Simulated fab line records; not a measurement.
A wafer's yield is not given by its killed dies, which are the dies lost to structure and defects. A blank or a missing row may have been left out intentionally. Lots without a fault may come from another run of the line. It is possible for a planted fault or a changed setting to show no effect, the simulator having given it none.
fab line records	flow sky130
record lots=10	wafers=30	lastDay=48
route steps=708 shown LDD_LDN@301 POLY_CUT@315 RES_XHIGH@340 SD_N@351 PAD_OPEN@708
lots with no fault: from the same line, run without faults
startH: start of the lot's first displayed wafer, in hours after the record's first day	waitH: how many hours have passed since the lot's step before this one	" repeats the value in the row above	L1.1+2: a single row standing in for several wafers	- either no value or no given start	* or withheld: withheld	< > ~ a bound
route shown NAME@n: a module of which the file shows steps, and the number in the route of the first	usual: mean and standard deviation over wafers with no fault	same: alike in all rows	chamber/n: place in a boat	sites: each site's reading	_std_site: the values' standard deviation	_edge_site: mean of outer sites minus mean of inner sites	radiusMm: how far each site lies from the wafer's centre	mask NAME#n: copy n	behind: the tool/chamber that last shaped the wafer	hold: cause of the lot's hold/its duration in hours/its outcome	device: transistor that didn't switch, given as n, p or np	end of line: at the end of the route, the tests of the same wafers	where a step has no rows: the recipe by itself	killed: dies lost to structure and defects at the first sort, not the wafer's yield	map: per-die view of a wafer (x killed, . not killed, _ where there is no die)
set.NAME: setting as actually run; set.NAME@STEP: the setting as run at that earlier step	model.NAME: the simulator's own value behind a step, which no gauge read
steps of the route over a sample of lots; a table a step, a row a wafer
services: when a tool's chamber went out of use (startH, in hours from the record's first day, below 0 if earlier), for how many hours, and the reason
## steps
# step SKY_LDD_LDN_STRIP_12
# recipe chemistry=O2/N2	powerW=1400	pressureMtorr=1500	platenTempC=withheld	o2FlowSccm=3000	n2FlowSccm=300	overashFraction=0.5
# usual drypumpMotorCurrentA=5.7/0.37	oesProductAu=0.716/0.0043	stripTimeToEndpointS=14.20/0.045
lot.wafer	tool	chamber	startH	waitH	drypumpMotorCurrentA	oesProductAu	rfHoursCounterH	stripTimeToEndpointS
L638.1	plasmaAsher-02	0	522.33	0.1	5.5	0.722	39	14.19
L638.2	"	1	"	"	6.2	0.713	39	14.17
L638.6	"	0	"	"	5.5	0.719	-	14.24
L639.2	plasmaAsher-04	0	527.93	0.1	6.2	0.715	84	14.15
L639.4	"	0	"	"	6.2	0.718	-	14.16
L639.5	"	0	"	"	6.2	0.721	-	14.17
L640.1	plasmaAsher-01	1	537.73	0.1	5.2	0.717	69	14.18
L640.5	"	1	"	"	5.2	0.718	-	14.17
L640.6	"	0	"	"	5.8	0.709	-	14.17
L641.2	plasmaAsher-02	1	549.73	0.1	6.1	0.717	42	14.16
L641.5	"	0	"	"	5.5	0.706	-	14.17
L641.6	"	1	"	"	6.2	0.719	-	14.18
L642.3	plasmaAsher-02	1	557.86	0.1	6.1	0.716	-	14.19
L642.4	"	0	"	"	5.5	0.717	-	14.20
L642.6	"	1	"	"	6.1	0.710	-	14.18
L643.2	plasmaAsher-04	0	570.01	0.1	6.3	0.714	88	14.15
L643.3	"	0	"	"	6.3	0.722	-	14.18
L643.4	"	1	"	"	5.9	0.718	-	14.14
L649.1	plasmaAsher-02	1	619.23	0.1	6.2	0.712	50	14.23
L649.4	"	0	"	"	5.5	0.721	-	14.26
L649.5	"	0	"	"	5.5	0.718	-	14.22
L650.1	plasmaAsher-01	0	631.81	0.1	5.8	0.713	79	14.13
L650.2	"	1	"	"	5.2	0.725	79	14.09
L650.4	"	1	"	"	5.2	0.714	-	14.14
L651.3	plasmaAsher-01	1	641.61	0.1	5.1	0.708	-	14.25
L651.4	"	0	"	"	5.8	0.712	-	14.18
L651.6	"	0	"	"	5.8	0.723	-	14.20
L652.1	plasmaAsher-02	0	643.38	0.1	5.5	0.719	52	14.31
L652.4	"	0	"	"	5.5	0.722	-	14.27
L652.6	"	1	"	"	6.2	0.708	-	14.29
# step SKY_POLY_CUT_CD_MEAS_08
# recipe targetCdNm=270
# usual cdNm=269.8/1.5
lot.wafer	tool	chamber	startH	waitH	cdNm
L638.1	cdSem-01	-	553.64	-	266.5
L638.2	"	-	"	"	266.4
L638.6	"	-	"	"	266.9
L639.2	cdSem-02	-	559.91	-	271.2
L639.4	"	-	"	"	271.8
L639.5	"	-	"	"	270.6
L640.1	cdSem-02	-	568.89	-	270.6
L640.5	"	-	"	"	269.8
L640.6	"	-	"	"	269.9
L641.2	cdSem-02	-	580.48	-	269.7
L641.5	"	-	"	"	271.1
L641.6	"	-	"	"	270.5
L642.3	cdSem-01	-	589.15	-	271.0
L642.4	"	-	"	"	270.9
L642.6	"	-	"	"	270.2
L643.2	cdSem-02	-	601.21	-	269.5
L643.3	"	-	"	"	269.1
L643.4	"	-	"	"	270.3
L649.1	cdSem-02	-	649.34	-	268.6
L649.4	"	-	"	"	269.0
L649.5	"	-	"	"	271.1
L650.1	cdSem-01	-	662.09	-	271.1
L650.2	"	-	"	"	273.5
L650.4	"	-	"	"	271.3
L651.3	cdSem-02	-	671.63	-	266.9
L651.4	"	-	"	"	266.2
L651.6	"	-	"	"	267.3
L652.1	cdSem-01	-	673.51	-	269.6
L652.4	"	-	"	"	269.9
L652.6	"	-	"	"	271.5
# step SKY_RES_XHIGH_STRIP_08
# recipe chemistry=O2/N2	powerW=1400	pressureMtorr=1500	platenTempC=withheld	o2FlowSccm=3000	n2FlowSccm=300	overashFraction=0.5
# usual drypumpMotorCurrentA=5.7/0.34	oesProductAu=0.711/0.0039	stripTimeToEndpointS=14.27/0.046
lot.wafer	tool	chamber	startH	waitH	drypumpMotorCurrentA	oesProductAu	rfHoursCounterH	stripTimeToEndpointS
L638.1	plasmaAsher-02	1	613.04	0.1	6.2	0.714	49	14.22
L638.2	"	0	"	"	5.5	0.714	49	14.24
L638.6	"	0	"	"	5.5	0.705	-	14.28
L639.2	plasmaAsher-01	0	619.28	0.1	5.8	0.713	78	14.28
L639.4	"	1	"	"	5.1	0.714	-	14.29
L639.5	"	0	"	"	5.8	0.711	-	14.27
L640.1	plasmaAsher-01	0	628.09	0.1	5.8	0.709	79	14.21
L640.5	"	0	"	"	5.7	0.709	-	14.22
L640.6	"	1	"	"	5.1	0.710	-	14.24
L641.2	plasmaAsher-01	0	638.12	0.1	5.8	0.712	79	14.31
L641.5	"	1	"	"	5.1	0.713	-	14.30
L641.6	"	0	"	"	5.8	0.708	-	14.27
L642.3	plasmaAsher-02	0	647.44	0.1	5.5	0.715	-	14.36
L642.4	"	1	"	"	6.1	0.708	-	14.37
L642.6	"	1	"	"	6.2	0.719	-	14.37
L643.2	plasmaAsher-03	0	659.24	0.1	5.6	0.716	22	14.30
L643.3	"	0	"	"	5.6	0.714	-	14.34
L643.4	"	1	"	"	6.1	0.709	-	14.30
L649.1	plasmaAsher-03	1	706.49	0.1	6.0	0.709	29	14.21
L649.4	"	0	"	"	5.5	0.704	-	14.24
L649.5	"	1	"	"	6.1	0.716	-	14.23
L650.1	plasmaAsher-03	0	718.89	0.1	5.6	0.713	30	14.28
L650.2	"	1	"	"	6.0	0.709	30	14.25
L650.4	"	1	"	"	6.1	0.711	-	14.25
L651.3	plasmaAsher-01	1	727.54	0.1	5.2	0.710	-	14.25
L651.4	"	0	"	"	5.8	0.708	-	14.21
L651.6	"	1	"	"	5.1	0.709	-	14.26
L652.1	plasmaAsher-01	1	729.91	0.1	5.2	0.709	89	14.22
L652.4	"	1	"	"	5.2	0.713	-	14.19
L652.6	"	0	"	"	5.8	0.711	-	14.25
# step SKY_SD_N_IMPLANT_09
# recipe species=As	energyKev=50	doseCm2=4e+15	tiltDeg=0
# usual doseIonsCm2=4.001e+15/3.8e+12	implantIonAmu=75/0	tiltDeg=-0.004/0.018
lot.wafer	tool	chamber	startH	waitH	doseIonsCm2	implantIonAmu	tiltDeg
L638.1	implanter-04	0	642.15	0.0	4.003e+15	75	-0.011
L638.2	"	0	"	"	4e+15	75	-0.003
L638.6	"	0	"	"	3.999e+15	75	0.026
L639.2	implanter-03	0	647.97	0.0	3.995e+15	75	-0.007
L639.4	"	0	"	"	4.006e+15	75	-0.012
L639.5	"	0	"	"	4.001e+15	75	-0.033
L640.1	implanter-04	0	656.48	0.0	4.002e+15	75	-0.010
L640.5	"	0	"	"	4.002e+15	75	0.032
L640.6	"	0	"	"	4.001e+15	75	0.026
L641.2	implanter-03	0	665.92	0.0	4.009e+15	75	-0.011
L641.5	"	0	"	"	3.997e+15	75	-0.020
L641.6	"	0	"	"	4.003e+15	75	-0.039
L642.3	implanter-02	0	675.85	0.1	4.001e+15	75	0.024
L642.4	"	0	"	"	4.006e+15	75	0.000
L642.6	"	0	"	"	4e+15	75	0.007
L643.2	implanter-04	0	687.32	0.0	4.004e+15	75	-0.017
L643.3	"	0	"	"	4.002e+15	75	-0.015
L643.4	"	0	"	"	4e+15	75	-0.006
L649.1	implanter-04	0	734.40	0.0	4.004e+15	31	-0.001
L649.4	"	0	"	"	4.001e+15	31	-0.025
L649.5	"	0	"	"	4.003e+15	31	-0.018
L650.1	implanter-04	0	746.50	0.0	4.006e+15	31	-0.016
L650.2	"	0	"	"	4.007e+15	31	-0.023
L650.4	"	0	"	"	3.998e+15	31	0.005
L651.3	implanter-03	0	755.05	0.1	3.997e+15	31	-0.003
L651.4	"	0	"	"	4.003e+15	31	0.012
L651.6	"	0	"	"	4.004e+15	31	0.008
L652.1	implanter-04	0	757.65	0.0	3.995e+15	31	-0.004
L652.4	"	0	"	"	4.001e+15	31	-0.011
L652.6	"	0	"	"	3.999e+15	31	-0.018
# step SKY_SD_N_STRIP_11
# recipe chemistry=O2/N2	powerW=1400	pressureMtorr=1500	platenTempC=withheld	o2FlowSccm=3000	n2FlowSccm=300	overashFraction=0.5
# usual drypumpMotorCurrentA=5.8/0.38	oesProductAu=0.527/0.0047	stripTimeToEndpointS=22.57/0.04
lot.wafer	tool	chamber	startH	waitH	drypumpMotorCurrentA	oesProductAu	rfHoursCounterH	stripTimeToEndpointS
L638.1	plasmaAsher-01	1	642.45	0.1	5.2	0.526	80	22.56
L638.2	"	0	"	"	5.8	0.524	80	22.59
L638.6	"	0	"	"	5.8	0.525	-	22.55
L639.2	plasmaAsher-01	0	648.25	0.1	5.8	0.522	81	22.60
L639.4	"	1	"	"	5.1	0.520	-	22.57
L639.5	"	1	"	"	5.1	0.525	-	22.58
L640.1	plasmaAsher-01	0	656.78	0.1	5.8	0.521	81	22.56
L640.5	"	1	"	"	5.2	0.528	-	22.55
L640.6	"	0	"	"	5.8	0.531	-	22.54
L641.2	plasmaAsher-02	0	666.20	0.1	5.5	0.535	55	22.55
L641.5	"	1	"	"	6.1	0.530	-	22.59
L641.6	"	0	"	"	5.5	0.530	-	22.60
L642.3	plasmaAsher-01	1	676.13	0.1	5.1	0.523	-	22.53
L642.4	"	0	"	"	5.8	0.527	-	22.57
L642.6	"	1	"	"	5.2	0.532	-	22.56
L643.2	plasmaAsher-02	0	687.60	0.1	5.5	0.527	57	22.55
L643.3	"	0	"	"	5.5	0.532	-	22.55
L643.4	"	1	"	"	6.2	0.523	-	22.56
L649.1	plasmaAsher-01	0	734.70	0.1	5.8	0.489	89	25.23
L649.4	"	0	"	"	5.8	0.498	-	25.15
L649.5	"	0	"	"	5.8	0.498	-	25.17
L650.1	plasmaAsher-02	1	746.80	0.1	6.2	0.495	64	25.15
L650.2	"	0	"	"	5.5	0.490	64	25.16
L650.4	"	0	"	"	5.5	0.493	-	25.12
L651.3	plasmaAsher-02	0	755.33	0.1	5.5	0.498	-	25.14
L651.4	"	1	"	"	6.2	0.504	-	25.15
L651.6	"	1	"	"	6.1	0.498	-	25.23
L652.1	plasmaAsher-04	1	757.95	0.1	5.9	0.499	1	25.16
L652.4	"	1	"	"	5.9	0.499	-	25.20
L652.6	"	1	"	"	5.9	0.497	-	25.18
# step SKY_SD_N_TW_MEAS_12
# usual SD_N_TW=3973/52
lot.wafer	tool	chamber	startH	waitH	SD_N_TW
L638.1	filmMetro-02	-	642.55	0.1	3875
L638.2	"	-	"	"	3898
L638.6	"	-	"	"	3884
L639.2	filmMetro-03	-	648.36	0.1	3994
L639.4	"	-	"	"	4013
L639.5	"	-	"	"	4007
L640.1	filmMetro-01	-	656.88	0.1	3956
L640.5	"	-	"	"	3975
L640.6	"	-	"	"	3952
L641.2	filmMetro-01	-	666.31	0.1	3970
L641.5	"	-	"	"	3967
L641.6	"	-	"	"	3946
L642.3	filmMetro-03	-	676.22	0.1	4043
L642.4	"	-	"	"	4057
L642.6	"	-	"	"	4027
L643.2	filmMetro-01	-	687.71	0.1	3932
L643.3	"	-	"	"	3954
L643.4	"	-	"	"	3926
L649.1	filmMetro-03	-	734.80	0.1	4505
L649.4	"	-	"	"	4526
L649.5	"	-	"	"	4521
L650.1	filmMetro-02	-	746.90	0.1	4374
L650.2	"	-	"	"	4369
L650.4	"	-	"	"	4367
L651.3	filmMetro-01	-	755.42	0.1	4456
L651.4	"	-	"	"	4455
L651.6	"	-	"	"	4457
L652.1	filmMetro-01	-	758.05	0.1	4457
L652.4	"	-	"	"	4446
L652.6	"	-	"	"	4464
# step SKY_SD_N_RS_MEAS_16
# recipe thkMeasGauge=four-point-probe
# usual SD_N_RS=68.54/0.14
lot.wafer	tool	chamber	startH	waitH	SD_N_RS[ohm/sq]
L638.1	filmMetro-01	-	642.83	0.1	68.52
L638.2	"	-	"	"	68.67
L638.6	"	-	"	"	68.71
L639.2	filmMetro-02	-	648.65	0.1	68.36
L639.4	"	-	"	"	68.34
L639.5	"	-	"	"	68.46
L640.1	filmMetro-01	-	657.16	0.1	68.84
L640.5	"	-	"	"	68.61
L640.6	"	-	"	"	68.48
L641.2	filmMetro-02	-	666.60	0.1	68.36
L641.5	"	-	"	"	68.39
L641.6	"	-	"	"	68.58
L642.3	filmMetro-01	-	676.52	0.1	68.74
L642.4	"	-	"	"	68.63
L642.6	"	-	"	"	68.57
L643.2	filmMetro-02	-	688.00	0.1	68.50
L643.3	"	-	"	"	68.50
L643.4	"	-	"	"	68.51
L649.1	filmMetro-01	-	735.09	0.1	30.70
L649.4	"	-	"	"	30.72
L649.5	"	-	"	"	30.65
L650.1	filmMetro-01	-	747.18	0.1	30.65
L650.2	"	-	"	"	30.65
L650.4	"	-	"	"	30.63
L651.3	filmMetro-02	-	755.72	0.1	30.56
L651.4	"	-	"	"	30.53
L651.6	"	-	"	"	30.56
L652.1	filmMetro-03	-	758.33	0.1	30.63
L652.4	"	-	"	"	30.63
L652.6	"	-	"	"	30.58
# step SKY_PAD_OPEN_PROBE_99
# usual killed_at_M0_to_M3=43/6.7	killed_at_M4_up=3.0/1.9	killedAtContacts=25/5.4	killedAtFrontEnd=16/4.5	killedAtOther=0.4/0.62	killedDies=87/9.6	killedOpen=47/7	killedShort=39/6.1
# same grossDies=492	killedAtBackSide=0
lot.wafer	tool	chamber	startH	waitH	killed_at_M0_to_M3	killed_at_M4_up	killedAtContacts	killedAtFrontEnd	killedAtOther	killedDies	killedOpen	killedShort
L643.2	prober-02	-	1104.41	0.1	52	4	25	12	0	93	50	43
L643.3	prober-02	-	1104.46	0.2	46	3	21	16	1	87	51	36
L643.4	prober-02	-	1104.51	0.2	45	1	22	10	2	80	44	35
L651.3	prober-02	-	1151.78	0.2	38	4	28	13	1	84	36	48
L651.4	prober-02	-	1151.83	0.2	55	2	21	17	0	95	54	39
L651.6	prober-02	-	1151.93	0.2	40	4	30	14	0	88	50	38
L652.1	prober-01	-	1155.94	0.1	46	3	17	13	0	79	43	36
L652.4	prober-01	-	1156.09	0.2	48	5	25	11	1	90	37	53
L652.6	prober-01	-	1156.19	0.2	47	2	15	21	0	85	51	34
# killed by level:class
L643.2 VIA1:geometricParticle:open=11 CONTACT:geometricParticle:open=10 LI_CONTACT:geometricParticle:open=8 METAL2:geometricParticle:short=7 VIA2:geometricParticle:open=7 VIA3:geometricParticle:short=7 VIA1:geometricParticle:short=5 POLY_GATE:geometricParticle:short=4
L643.3 VIA1:geometricParticle:open=10 CONTACT:geometricParticle:open=9 VIA3:geometricParticle:open=8 METAL2:geometricParticle:short=7 METAL1:geometricParticle:short=6 LI_CONTACT:geometricParticle:open=5 FIELD_ISO:geometricParticle:open=4 VIA2:geometricParticle:open=4
L643.4 LI_CONTACT:geometricParticle:open=8 VIA1:geometricParticle:open=8 VIA3:geometricParticle:open=7 METAL1:geometricParticle:short=7 CONTACT:geometricParticle:short=6 FIELD_ISO:geometricParticle:short=5 CONTACT:geometricParticle:open=5 VIA2:geometricParticle:open=5
L651.3 CONTACT:geometricParticle:open=11 CONTACT:geometricParticle:short=8 VIA1:geometricParticle:open=7 METAL1:geometricParticle:short=5 VIA1:geometricParticle:short=5 METAL4:geometricParticle:short=4 METAL2:geometricParticle:short=4 FIELD_ISO:geometricParticle:open=3
L651.4 VIA3:geometricParticle:open=11 CONTACT:geometricParticle:open=9 VIA1:geometricParticle:open=9 VIA2:geometricParticle:open=8 VIA1:geometricParticle:short=6 METAL1:geometricParticle:short=5 METAL3:geometricParticle:short=5 FIELD_ISO:geometricParticle:short=4
L651.6 CONTACT:geometricParticle:open=11 LI_CONTACT:geometricParticle:open=9 VIA1:geometricParticle:open=9 VIA3:geometricParticle:open=7 CONTACT:geometricParticle:short=6 METAL1:geometricParticle:short=6 FIELD_ISO:geometricParticle:short=4 POLY_GATE:geometricParticle:open=4
L652.1 METAL2:geometricParticle:short=9 VIA1:geometricParticle:open=8 LI_CONTACT:geometricParticle:open=7 METAL1:geometricParticle:short=7 VIA2:geometricParticle:open=6 VIA3:geometricParticle:open=6 POLY_GATE:geometricParticle:open=5 CONTACT:geometricParticle:open=4
L652.4 METAL2:geometricParticle:short=11 LI_CONTACT:geometricParticle:open=10 CONTACT:geometricParticle:open=8 METAL1:geometricParticle:short=6 VIA1:geometricParticle:open=6 FIELD_ISO:geometricParticle:short=5 VIA1:geometricParticle:short=5 METAL4:geometricParticle:short=5
L652.6 VIA1:geometricParticle:open=14 METAL2:geometricParticle:short=7 LI_CONTACT:geometricParticle:open=7 VIA2:geometricParticle:open=7 FIELD_ISO:geometricParticle:open=6 FIELD_ISO:geometricParticle:short=5 VIA3:geometricParticle:short=5 METAL1:geometricParticle:short=5
## services
tool	chamber	startH	hours	kind
implanter-04	-	509.53	2.1	repair
implanter-02	-	514.50	1.7	repair
plasmaAsher-01	-	526.97	2.2	repair
implanter-04	-	536.06	15.6	repair
implanter-03	-	556.64	0.6	repair
plasmaAsher-03	-	572.16	2.1	repair
plasmaAsher-02	-	574.84	2.2	repair
implanter-02	-	580.38	5.3	repair
implanter-03	-	600.23	5.1	repair
plasmaAsher-04	-	601.37	9.2	pm
plasmaAsher-03	-	602.22	2.1	repair
implanter-04	-	623.32	5.6	pm
implanter-03	-	640.66	4.7	pm
implanter-04	-	657.55	17.6	pm
plasmaAsher-04	-	664.44	42.7	repair
implanter-04	-	695.34	2.7	repair
plasmaAsher-01	-	708.94	3.8	repair
implanter-02	-	713.45	1.0	repair
implanter-04	-	724.85	2.4	repair
plasmaAsher-04	-	733.75	9.0	pm
plasmaAsher-04	0	733.75	9.0	ventCycle
plasmaAsher-04	1	733.75	9.0	ventCycle
plasmaAsher-04	0	742.75	-	clean
plasmaAsher-04	-	751.71	2.4	repair
## key
firstSign step=SKY_SD_N_IMPLANT_09	reading=implantIonAmu	direction=down	sigmas=99+	usual=75	struck=31
effect step=SKY_SD_N_STRIP_11	reading=stripTimeToEndpointS	direction=up	sigmas=65	usual=*	struck=*
effect step=SKY_SD_N_TW_MEAS_12	reading=SD_N_TW	direction=up	sigmas=9.1	usual=3973	struck=4450
effect step=SKY_SD_N_RS_MEAS_16	reading=SD_N_RS	direction=down	sigmas=99+	usual=68.54	struck=30.62
metAt SKY_SD_N_IMPLANT_09
struckLots L649,L650,L651,L652
testerLeftOut L649,L650,L651,L652
notActingAt SKY_LDD_LDN_STRIP_12,SKY_POLY_CUT_CD_MEAS_08,SKY_RES_XHIGH_STRIP_08
onsetBetween 687.32 734.40
fault kind=wrongRecipeDownload	tool=implanter-02,implanter-03,implanter-04	chamber=-	onsetH=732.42	steps=SKY_SD_N_IMPLANT_09	wrongRecipe.notListed=1
# testerLeftOut: of these lots the tester's yield and bins aren't shown, on N5 and GAA mostly nor the transistor test; their killed dies are dies lost to structure and defects alone, not to doping, threshold or leakage, so they don't give the yield
